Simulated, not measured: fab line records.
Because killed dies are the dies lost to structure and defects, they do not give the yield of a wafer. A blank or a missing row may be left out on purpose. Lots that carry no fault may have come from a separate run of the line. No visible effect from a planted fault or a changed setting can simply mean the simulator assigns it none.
fab line records + flow sky130
record:
- lots: 10
- wafers: 30
- last_day: 50
route steps=708 shown LI_CONTACT@375 LOCAL_INTERCONNECT@398 METAL1@437 VIA1@479 PAD_OPEN@708
lots that met no fault: taken from a fault-free run of the same line
start_h: hours from the record's opening day to when the first of the lot's shown wafers began + wait_h: time in hours since the lot's previous step + " unchanged from the row above + L1.1+2: a row that stands for several wafers + - no value present, or no start provided + * or withheld: withheld + < > ~ a bound
route shown NAME@n: NAME is a module with steps in the file, n the number in the route of the first one + usual: average and standard deviation across the fault-free wafers + same: alike in all rows + chamber/n: place in a boat + sites: each site's reading + _std_site: their standard deviation + _edge_site: outer sites' mean less inner sites' + radius_mm: for every site, how far away it sits from the centre of the wafer + mask NAME#n: copy n + behind: tool/chamber where the wafer was last shaped + hold: why the lot was held/for how many hours/how that ended + device: names the non-switching transistor (n, p or np) + end of line: the route-end tests of the same wafers + for a step that has no rows: nothing shown but its recipe + killed: dies that structure and defects cost at the first sort, which is not the same as the wafer's yield + map: a wafer's dies, marking killed ones x, the rest . and places with no die _
set.NAME: the setting that was run; set.NAME@STEP: the one run at that earlier step + model.NAME: the simulator's own value behind a step, which no gauge read
a sample of lots followed through the steps of the route, with each step as a table and each wafer as a row
services: a tool's chamber out of use, with start hour (start_h, from the record's first day; less than 0 if before it), hours out, and reason
== steps ==
step: SKY_LI_CONTACT_OVL_MEAS_13
usual:
- LI_CONTACT_OVL: 2/5.7
| lot.wafer | tool       | chamber | start_h | wait_h | LI_CONTACT_OVL[nm] |
|-----------|------------|---------|---------|--------|--------------------|
| L404.2    | overlay-02 | -       | 664.61  | 0.1    | -4                 |
| L404.4    | "          | -       | "       | "      | 2                  |
| L404.5    | "          | -       | "       | "      | 1                  |
| L407.1    | overlay-02 | -       | 685.16  | 0.1    | 2                  |
| L407.5    | "          | -       | "       | "      | 6                  |
| L407.6    | "          | -       | "       | "      | 5                  |
| L408.4    | overlay-02 | -       | 698.38  | 0.1    | 12                 |
| L408.5    | "          | -       | "       | "      | 0                  |
| L408.6    | "          | -       | "       | "      | 2                  |
| L409.1    | overlay-02 | -       | 737.72  | 0.1    | 4                  |
| L409.3    | "          | -       | "       | "      | -4                 |
| L409.5    | "          | -       | "       | "      | 2                  |
| L418.2    | overlay-01 | -       | 799.03  | 0.1    | 7                  |
| L418.4    | "          | -       | "       | "      | 11                 |
| L418.5    | "          | -       | "       | "      | 9                  |
| L419.2    | overlay-01 | -       | 799.73  | 0.1    | 6                  |
| L419.3    | "          | -       | "       | "      | 8                  |
| L419.4    | "          | -       | "       | "      | 14                 |
| L422.1    | overlay-02 | -       | 809.16  | 0.1    | 10                 |
| L422.4    | "          | -       | "       | "      | 10                 |
| L422.5    | "          | -       | "       | "      | 13                 |
| L424.1    | overlay-02 | -       | 828.57  | 0.1    | -3                 |
| L424.2    | "          | -       | "       | "      | -3                 |
| L424.6    | "          | -       | "       | "      | -5                 |
| L425.1    | overlay-01 | -       | 829.61  | 0.1    | 5                  |
| L425.2    | "          | -       | "       | "      | 1                  |
| L425.3    | "          | -       | "       | "      | 0                  |
| L427.2    | overlay-02 | -       | 850.83  | 0.1    | -3                 |
| L427.3    | "          | -       | "       | "      | -3                 |
| L427.5    | "          | -       | "       | "      | -9                 |
step: SKY_LOCAL_INTERCONNECT_CD_MEAS_11
recipe:
- target_cd_nm: 170
usual:
- cd_nm: 170.1/2
| lot.wafer | tool      | chamber | start_h | wait_h | cd_nm |
|-----------|-----------|---------|---------|--------|-------|
| L404.2    | cd_sem-01 | -       | 693.98  | -      | 170.4 |
| L404.4    | "         | -       | "       | "      | 168.4 |
| L404.5    | "         | -       | "       | "      | 170.1 |
| L407.1    | cd_sem-02 | -       | 714.40  | -      | 172.7 |
| L407.5    | "         | -       | "       | "      | 172.1 |
| L407.6    | "         | -       | "       | "      | 172.1 |
| L408.4    | cd_sem-02 | -       | 727.66  | -      | 173.0 |
| L408.5    | "         | -       | "       | "      | 173.9 |
| L408.6    | "         | -       | "       | "      | 172.8 |
| L409.1    | cd_sem-01 | -       | 765.51  | -      | 171.1 |
| L409.3    | "         | -       | "       | "      | 170.8 |
| L409.5    | "         | -       | "       | "      | 171.5 |
| L418.2    | cd_sem-01 | -       | 827.13  | -      | 168.8 |
| L418.4    | "         | -       | "       | "      | 168.8 |
| L418.5    | "         | -       | "       | "      | 169.9 |
| L419.2    | cd_sem-02 | -       | 828.08  | -      | 169.1 |
| L419.3    | "         | -       | "       | "      | 168.5 |
| L419.4    | "         | -       | "       | "      | 168.2 |
| L422.1    | cd_sem-01 | -       | 837.90  | -      | 172.1 |
| L422.4    | "         | -       | "       | "      | 169.8 |
| L422.5    | "         | -       | "       | "      | 170.8 |
| L424.1    | cd_sem-01 | -       | 856.54  | -      | 166.1 |
| L424.2    | "         | -       | "       | "      | 168.7 |
| L424.6    | "         | -       | "       | "      | 167.0 |
| L425.1    | cd_sem-02 | -       | 857.84  | -      | 167.3 |
| L425.2    | "         | -       | "       | "      | 167.2 |
| L425.3    | "         | -       | "       | "      | 165.7 |
| L427.2    | cd_sem-01 | -       | 878.71  | -      | 168.8 |
| L427.3    | "         | -       | "       | "      | 169.3 |
| L427.5    | "         | -       | "       | "      | 169.6 |
step: SKY_METAL1_SPUTTER_03
recipe:
- material: Ti
- target_thk_nm: 5
- power_w: 3000
- time_s: 3.3
- chamber_pressure_pa: 0.4
usual:
- throttle_valve_pct: 30.0/1
| lot.wafer | tool           | chamber | start_h | wait_h | throttle_valve_pct |
|-----------|----------------|---------|---------|--------|--------------------|
| L404.2    | pvd_sputter-02 | -       | 725.26  | 0.0    | 28.6               |
| L404.4    | "              | -       | "       | "      | 30.1               |
| L404.5    | "              | -       | "       | "      | 30.3               |
| L407.1    | pvd_sputter-01 | -       | 745.37  | 0.0    | 28.9               |
| L407.5    | "              | -       | "       | "      | 29.2               |
| L407.6    | "              | -       | "       | "      | 28.8               |
| L408.4    | pvd_sputter-02 | -       | 757.79  | 0.0    | 30.1               |
| L408.5    | "              | -       | "       | "      | 30.4               |
| L408.6    | "              | -       | "       | "      | 28.8               |
| L409.1    | pvd_sputter-02 | -       | 795.32  | 0.0    | 30.0               |
| L409.3    | "              | -       | "       | "      | 30.4               |
| L409.5    | "              | -       | "       | "      | 30.6               |
| L418.2    | pvd_sputter-01 | -       | 856.86  | 0.0    | 29.3               |
| L418.4    | "              | -       | "       | "      | 29.0               |
| L418.5    | "              | -       | "       | "      | 29.5               |
| L419.2    | pvd_sputter-02 | -       | 857.55  | 0.0    | 30.6               |
| L419.3    | "              | -       | "       | "      | 29.0               |
| L419.4    | "              | -       | "       | "      | 30.1               |
| L422.1    | pvd_sputter-02 | -       | 867.98  | 0.0    | 30.6               |
| L422.4    | "              | -       | "       | "      | 28.5               |
| L422.5    | "              | -       | "       | "      | 30.7               |
| L424.1    | pvd_sputter-01 | -       | 885.80  | 0.0    | 31.1               |
| L424.2    | "              | -       | "       | "      | 28.3               |
| L424.6    | "              | -       | "       | "      | 29.1               |
| L425.1    | pvd_sputter-02 | -       | 886.63  | 0.0    | 30.5               |
| L425.2    | "              | -       | "       | "      | 30.7               |
| L425.3    | "              | -       | "       | "      | 28.6               |
| L427.2    | pvd_sputter-03 | -       | 907.82  | 0.0    | 29.3               |
| L427.3    | "              | -       | "       | "      | 29.1               |
| L427.5    | "              | -       | "       | "      | 32.0               |
step: SKY_VIA1_CVD_21
recipe:
- material: W
- target_thk_nm: 270
- time_s: 80.902
- temp_c: 400
- pressure_torr: 40
usual:
- heater_power_w: 839/40
| lot.wafer | tool     | chamber | start_h | wait_h | heater_power_w |
|-----------|----------|---------|---------|--------|----------------|
| L404.2    | cvd_w-01 | 0       | 781.39  | 0.0    | 817            |
| L404.4    | "        | 1       | "       | "      | 813            |
| L404.5    | "        | 0       | "       | "      | 818            |
| L407.1    | cvd_w-01 | 1       | 802.37  | 0.0    | 810            |
| L407.5    | "        | 1       | "       | "      | 819            |
| L407.6    | "        | 0       | "       | "      | 824            |
| L408.4    | cvd_w-01 | 1       | 815.09  | 0.1    | 823            |
| L408.5    | "        | 0       | "       | "      | 824            |
| L408.6    | "        | 1       | "       | "      | 820            |
| L409.1    | cvd_w-01 | 0       | 852.28  | 0.0    | 804            |
| L409.3    | "        | 1       | "       | "      | 814            |
| L409.5    | "        | 1       | "       | "      | 803            |
| L419.2    | cvd_w-01 | 1       | 911.68  | 0.0    | 830            |
| L419.3    | "        | 1       | "       | "      | 793            |
| L419.4    | "        | 0       | "       | "      | 820            |
| L418.2    | cvd_w-01 | 1       | 912.34  | 0.0    | 807            |
| L418.4    | "        | 1       | "       | "      | 811            |
| L418.5    | "        | 0       | "       | "      | 818            |
| L422.1    | cvd_w-02 | 0       | 921.78  | 0.0    | 809            |
| L422.4    | "        | 0       | "       | "      | 818            |
| L422.5    | "        | 0       | "       | "      | 833            |
| L424.1    | cvd_w-02 | 0       | 938.89  | 0.0    | 825            |
| L424.2    | "        | 1       | "       | "      | 864            |
| L424.6    | "        | 1       | "       | "      | 835            |
| L425.1    | cvd_w-02 | 1       | 940.15  | 0.0    | 842            |
| L425.2    | "        | 0       | "       | "      | 844            |
| L425.3    | "        | 1       | "       | "      | 842            |
| L427.2    | cvd_w-02 | 1       | 959.25  | 0.0    | 847            |
| L427.3    | "        | 0       | "       | "      | 843            |
| L427.5    | "        | 0       | "       | "      | 839            |
step: SKY_VIA1_RS_MEAS_22
recipe:
- thk_meas_gauge: four-point-probe
- reads: W_of_VIA1_CVD_21+TiN_of_VIA1_SPUTTER_20
usual:
- VIA1_W_RS: 0.427/0.0063
| lot.wafer | tool          | chamber | start_h | wait_h | VIA1_W_RS[ohm/sq] |
|-----------|---------------|---------|---------|--------|-------------------|
| L404.2    | film_metro-02 | -       | 781.50  | 0.1    | 0.428             |
| L404.4    | "             | -       | "       | "      | 0.417             |
| L404.5    | "             | -       | "       | "      | 0.428             |
| L407.1    | film_metro-01 | -       | 802.46  | 0.1    | 0.413             |
| L407.5    | "             | -       | "       | "      | 0.419             |
| L407.6    | "             | -       | "       | "      | 0.426             |
| L408.4    | film_metro-02 | -       | 815.21  | 0.1    | 0.419             |
| L408.5    | "             | -       | "       | "      | 0.427             |
| L408.6    | "             | -       | "       | "      | 0.419             |
| L409.1    | film_metro-01 | -       | 852.37  | 0.1    | 0.430             |
| L409.3    | "             | -       | "       | "      | 0.419             |
| L409.5    | "             | -       | "       | "      | 0.423             |
| L419.2    | film_metro-04 | -       | 911.80  | 0.1    | 0.301             |
| L419.3    | "             | -       | "       | "      | 0.301             |
| L419.4    | "             | -       | "       | "      | 0.426             |
| L418.2    | film_metro-01 | -       | 912.45  | 0.1    | 0.306             |
| L418.4    | "             | -       | "       | "      | 0.305             |
| L418.5    | "             | -       | "       | "      | 0.438             |
| L422.1    | film_metro-01 | -       | 921.87  | 0.1    | 0.431             |
| L422.4    | "             | -       | "       | "      | 0.423             |
| L422.5    | "             | -       | "       | "      | 0.426             |
| L424.1    | film_metro-04 | -       | 938.98  | 0.1    | 0.429             |
| L424.2    | "             | -       | "       | "      | 0.424             |
| L424.6    | "             | -       | "       | "      | 0.420             |
| L425.1    | film_metro-01 | -       | 940.25  | 0.1    | 0.429             |
| L425.2    | "             | -       | "       | "      | 0.427             |
| L425.3    | "             | -       | "       | "      | 0.428             |
| L427.2    | film_metro-02 | -       | 959.36  | 0.1    | 0.423             |
| L427.3    | "             | -       | "       | "      | 0.425             |
| L427.5    | "             | -       | "       | "      | 0.425             |
step: SKY_VIA1_THK_MEAS_23
recipe:
- thk_meas_gauge: xrf
- reads: W_of_VIA1_CVD_21
usual:
- VIA1_W_THK: 277/5
| lot.wafer | tool          | chamber | start_h | wait_h | VIA1_W_THK[nm] |
|-----------|---------------|---------|---------|--------|----------------|
| L404.2    | film_metro-02 | -       | 781.61  | 0.1    | 275            |
| L404.4    | "             | -       | "       | "      | 283            |
| L404.5    | "             | -       | "       | "      | 278            |
| L407.1    | film_metro-01 | -       | 802.58  | 0.1    | 288            |
| L407.5    | "             | -       | "       | "      | 288            |
| L407.6    | "             | -       | "       | "      | 282            |
| L408.4    | film_metro-02 | -       | 815.30  | 0.1    | 277            |
| L408.5    | "             | -       | "       | "      | 272            |
| L408.6    | "             | -       | "       | "      | 276            |
| L409.1    | film_metro-01 | -       | 852.49  | 0.1    | 276            |
| L409.3    | "             | -       | "       | "      | 284            |
| L409.5    | "             | -       | "       | "      | 283            |
| L419.2    | film_metro-04 | -       | 911.91  | 0.1    | 399            |
| L419.3    | "             | -       | "       | "      | 396            |
| L419.4    | "             | -       | "       | "      | 278            |
| L418.2    | film_metro-01 | -       | 912.56  | 0.1    | 390            |
| L418.4    | "             | -       | "       | "      | 395            |
| L418.5    | "             | -       | "       | "      | 272            |
| L422.1    | film_metro-01 | -       | 921.99  | 0.1    | 276            |
| L422.4    | "             | -       | "       | "      | 281            |
| L422.5    | "             | -       | "       | "      | 280            |
| L424.1    | film_metro-04 | -       | 939.10  | 0.1    | 275            |
| L424.2    | "             | -       | "       | "      | 279            |
| L424.6    | "             | -       | "       | "      | 282            |
| L425.1    | film_metro-01 | -       | 940.37  | 0.1    | 277            |
| L425.2    | "             | -       | "       | "      | 279            |
| L425.3    | "             | -       | "       | "      | 279            |
| L427.2    | film_metro-02 | -       | 959.47  | 0.1    | 279            |
| L427.3    | "             | -       | "       | "      | 276            |
| L427.5    | "             | -       | "       | "      | 276            |
step: SKY_VIA1_CMP_24
recipe:
- stop_on: SiO2
- t_overpolish_s: 15
- down_force_psi: 3.5
- platen_rpm: 60
- target_thk_nm: 0
- pad_velocity_m_s: 0.94248
usual:
- edge_zone_pressure_frac: 1.000/0.0048
- motor_current_A: 11.3/1.2
- slurry_flow_ml_min: 150.0/0.47
- time_to_endpoint_s: 64.0/2.8
| lot.wafer | tool   | chamber | start_h | wait_h | edge_zone_pressure_frac | motor_current_A | slurry_flow_ml_min | time_to_endpoint_s |
|-----------|--------|---------|---------|--------|-------------------------|-----------------|--------------------|--------------------|
| L404.4    | cmp-01 | 2       | 781.66  | 0.0    | 1.008                   | 9.6             | 149.5              | 65.2               |
| L404.2    | "      | 1       | "       | "      | 0.998                   | 11.4            | 150.5              | 63.6               |
| L404.5    | "      | 3       | "       | "      | 0.997                   | 12.8            | 150.0              | 64.8               |
| L407.1    | cmp-01 | 0       | 802.80  | 0.2    | 1.006                   | 10.3            | 150.5              | 68.3               |
| L407.5    | "      | 2       | "       | "      | 1.001                   | 10.1            | 149.0              | 68.4               |
| L407.6    | "      | 3       | "       | "      | 1.006                   | 12.7            | 150.1              | 64.6               |
| L408.4    | cmp-01 | 2       | 815.48  | 0.2    | 0.999                   | 10.2            | 149.9              | 65.8               |
| L408.5    | "      | 3       | "       | "      | 0.991                   | 12.8            | 149.5              | 62.2               |
| L408.6    | "      | 0       | "       | "      | 1.003                   | 10.2            | 150.6              | 65.4               |
| L409.1    | cmp-02 | 1       | 852.55  | 0.1    | 0.994                   | 10.1            | 149.0              | 59.9               |
| L409.3    | "      | 2       | "       | "      | 1.002                   | 11.5            | 150.5              | 61.1               |
| L409.5    | "      | 1       | "       | "      | 1.004                   | 10.4            | 148.8              | 64.4               |
| L419.4    | cmp-01 | 3       | 912.01  | 0.1    | 0.995                   | 13.6            | 148.9              | 65.4               |
| L419.3    | "      | 0       | "       | "      | 1.003                   | 9.7             | 149.9              | 95.1               |
| L419.2    | "      | 1       | "       | "      | 1.007                   | 10.9            | 150.1              | 94.3               |
| L418.2    | cmp-02 | 1       | 912.75  | 0.2    | 0.997                   | 10.5            | 149.5              | 91.0               |
| L418.4    | "      | 0       | "       | "      | 1.002                   | 12.1            | 149.4              | 88.8               |
| L418.5    | "      | 1       | "       | "      | 0.997                   | 9.8             | 149.1              | 63.4               |
| L422.4    | cmp-02 | 3       | 922.05  | 0.0    | 1.006                   | 12.1            | 150.3              | 60.1               |
| L422.1    | "      | 0       | "       | "      | 0.998                   | 12.3            | 150.7              | 60.2               |
| L422.5    | "      | 3       | "       | "      | 1.008                   | 11.4            | 150.3              | 61.0               |
| L424.1    | cmp-01 | 0       | 939.21  | 0.1    | 1.000                   | 10.6            | 150.2              | 61.9               |
| L424.2    | "      | 1       | "       | "      | 1.006                   | 10.9            | 149.9              | 61.9               |
| L424.6    | "      | 0       | "       | "      | 0.998                   | 10.4            | 150.8              | 65.1               |
| L425.1    | cmp-02 | 0       | 940.48  | 0.1    | 1.001                   | 12.7            | 150.4              | 63.5               |
| L425.2    | "      | 1       | "       | "      | 0.997                   | 10.3            | 150.1              | 63.8               |
| L425.3    | "      | 2       | "       | "      | 1.004                   | 11.2            | 150.4              | 61.1               |
| L427.3    | cmp-02 | 1       | 959.57  | 0.1    | 0.999                   | 10.4            | 150.3              | 62.2               |
| L427.2    | "      | 3       | "       | "      | 1.004                   | 11.6            | 149.5              | 61.4               |
| L427.5    | "      | 1       | "       | "      | 0.997                   | 9.9             | 149.9              | 61.7               |
step: SKY_PAD_OPEN_PROBE_99
usual:
- defect_limited_yield: 82.5/1.9
- killed_at_M0_to_M3: 44/6.4
- killed_at_M4_up: 3.4/2.1
- killed_at_contacts: 23/5
- killed_at_front_end: 15/4.5
- killed_at_other: 0.3/0.54
- killed_dies: 86/9.5
- killed_open: 48/6.9
- killed_short: 38/5.9
- sort_bin_3_pad_short: 0.8/0.44
- sort_bin_5_function: 10.5/1.6
- sort_bin_6_memory: 6.1/1.1
- sort_n_pass: 406/9.5
- sort_yield_pct: 82.5/1.9
same:
- gross_dies: 492
- killed_at_back_side: 0
- sort_bin_4_leakage[%]: 0
- sort_bin_8_speed[%]: 0
| lot.wafer | tool      | chamber | start_h | wait_h | defect_limited_yield[%] | killed_at_M0_to_M3 | killed_at_M4_up | killed_at_contacts | killed_at_front_end | killed_at_other | killed_dies | killed_open | killed_short | sort_bin_3_pad_short[%] | sort_bin_5_function[%] | sort_bin_6_memory[%] | sort_n_pass | sort_yield_pct[%] |
|-----------|-----------|---------|---------|--------|-------------------------|--------------------|-----------------|--------------------|---------------------|-----------------|-------------|-------------|--------------|-------------------------|------------------------|----------------------|-------------|-------------------|
| L419.2    | prober-01 | -       | 1162.75 | 0.1    | 82.1                    | 40                 | 5               | 27                 | 16                  | 0               | 88          | 53          | 35           | 0.6                     | 10.6                   | 6.7                  | 404         | 82.1              |
| L419.4    | prober-01 | -       | 1162.85 | 0.2    | 81.3                    | 49                 | 5               | 22                 | 16                  | 0               | 92          | 52          | 40           | 1.4                     | 10.0                   | 7.3                  | 400         | 81.3              |
| L418.2    | prober-02 | -       | 1163.75 | 0.1    | 80.3                    | 48                 | 3               | 25                 | 20                  | 1               | 97          | 62          | 33           | 1.6                     | 11.4                   | 6.7                  | 395         | 80.3              |
| L418.4    | prober-02 | -       | 1163.85 | 0.2    | 83.3                    | 28                 | 3               | 34                 | 17                  | 0               | 82          | 53          | 29           | 0.8                     | 9.6                    | 6.3                  | 410         | 83.3              |
| L418.5    | prober-02 | -       | 1163.90 | 0.2    | 80.7                    | 46                 | 4               | 23                 | 22                  | 0               | 95          | 53          | 41           | 0.8                     | 13.0                   | 5.5                  | 397         | 80.7              |
killed by level:class
L419.2 VIA3:geometric_particle:open=14 LI_CONTACT:geometric_particle:open=9 CONTACT:geometric_particle:open=7 POLY_GATE:geometric_particle:open=6 VIA1:geometric_particle:open=5 METAL3:geometric_particle:short=5 LOCAL_INTERCONNECT:geometric_particle:short=4 CONTACT:geometric_particle:short=4
L419.4 CONTACT:geometric_particle:open=10 VIA1:geometric_particle:open=10 VIA2:geometric_particle:open=8 FIELD_ISO:geometric_particle:open=5 METAL1:geometric_particle:open=5 VIA1:geometric_particle:short=5 LI_CONTACT:geometric_particle:short=4 METAL1:geometric_particle:short=4
L418.2 CONTACT:geometric_particle:open=18 VIA2:geometric_particle:open=12 VIA1:geometric_particle:open=11 FIELD_ISO:geometric_particle:short=6 VIA3:geometric_particle:open=6 FIELD_ISO:geometric_particle:open=5 POLY_GATE:geometric_particle:short=5 VIA1:geometric_particle:short=5
L418.4 CONTACT:geometric_particle:open=12 FIELD_ISO:geometric_particle:open=9 VIA1:geometric_particle:open=9 LI_CONTACT:geometric_particle:open=8 CONTACT:geometric_particle:short=5 VIA2:geometric_particle:open=5 FIELD_ISO:geometric_particle:short=4 METAL2:geometric_particle:short=4
L418.5 VIA1:geometric_particle:short=10 VIA1:geometric_particle:open=9 CONTACT:geometric_particle:open=9 VIA2:geometric_particle:open=8 LI_CONTACT:geometric_particle:open=7 METAL1:geometric_particle:short=6 FIELD_ISO:geometric_particle:open=5 POLY_GATE:geometric_particle:short=5
== services ==
| tool           | chamber | start_h | hours | kind   |
|----------------|---------|---------|-------|--------|
| cmp-02         | -       | 707.92  | 2.5   | repair |
| cvd_w-02       | 0       | 713.06  | 20.5  | repair |
| cmp-01         | -       | 731.43  | 3.2   | pm     |
| cmp-01         | -       | 737.75  | 0.8   | repair |
| cmp-02         | -       | 744.76  | 4.0   | pm     |
| cvd_w-02       | -       | 769.83  | 0.5   | repair |
| cmp-02         | -       | 796.94  | 5.2   | pm     |
| cvd_w-02       | -       | 798.67  | 0.3   | repair |
| cmp-01         | -       | 803.08  | 0.3   | repair |
| pvd_sputter-01 | -       | 803.96  | 12.1  | repair |
| cmp-02         | -       | 804.06  | 1.7   | repair |
| pvd_sputter-01 | -       | 810.40  | 4.9   | repair |
| cmp-01         | -       | 812.12  | 0.4   | repair |
| pvd_sputter-02 | -       | 824.34  | 1.9   | repair |
| cmp-02         | -       | 846.72  | 5.8   | pm     |
| cmp-02         | -       | 853.66  | 3.9   | repair |
| cvd_w-01       | -       | 864.74  | 6.9   | pm     |
| pvd_sputter-02 | -       | 878.24  | 2.6   | repair |
| pvd_sputter-02 | -       | 878.65  | 4.5   | repair |
| cvd_w-02       | -       | 904.00  | 14.0  | pm     |
| cmp-02         | -       | 906.50  | 1.9   | repair |
| cmp-01         | -       | 912.26  | 4.0   | pm     |
| cmp-02         | -       | 937.66  | 2.5   | repair |
| cmp-02         | -       | 953.00  | 2.0   | repair |
== key ==
first_sign:
- step: SKY_VIA1_RS_MEAS_22
- reading: VIA1_W_RS
- direction: down
- sigmas: 20
- usual: 0.427
- struck: 0.303
effect:
- step: SKY_VIA1_THK_MEAS_23
- reading: VIA1_W_THK
- direction: up
- sigmas: 24
- usual: 277
- struck: 395
effect:
- step: SKY_VIA1_CMP_24
- reading: time_to_endpoint_s
- direction: up
- sigmas: 10
- usual: *
- struck: *
met_at SKY_VIA1_CVD_21
struck_lots L418,L419
struck_wafers L418.2,L418.4,L419.2,L419.3
not_acting_at SKY_LI_CONTACT_OVL_MEAS_13,SKY_LOCAL_INTERCONNECT_CD_MEAS_11,SKY_METAL1_SPUTTER_03
onset_between 852.28 911.68
fault:
- kind: process_parameter_drift
- tool: cvd_w-01
- chamber: 1
- onset_h: 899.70
- steps: SKY_VIA1_CVD_21
- channel: target_thk_nm
- offset: 101.78
- shape: step
- end_h: 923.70
- acts_in: these_recipes_only
- stated: 270
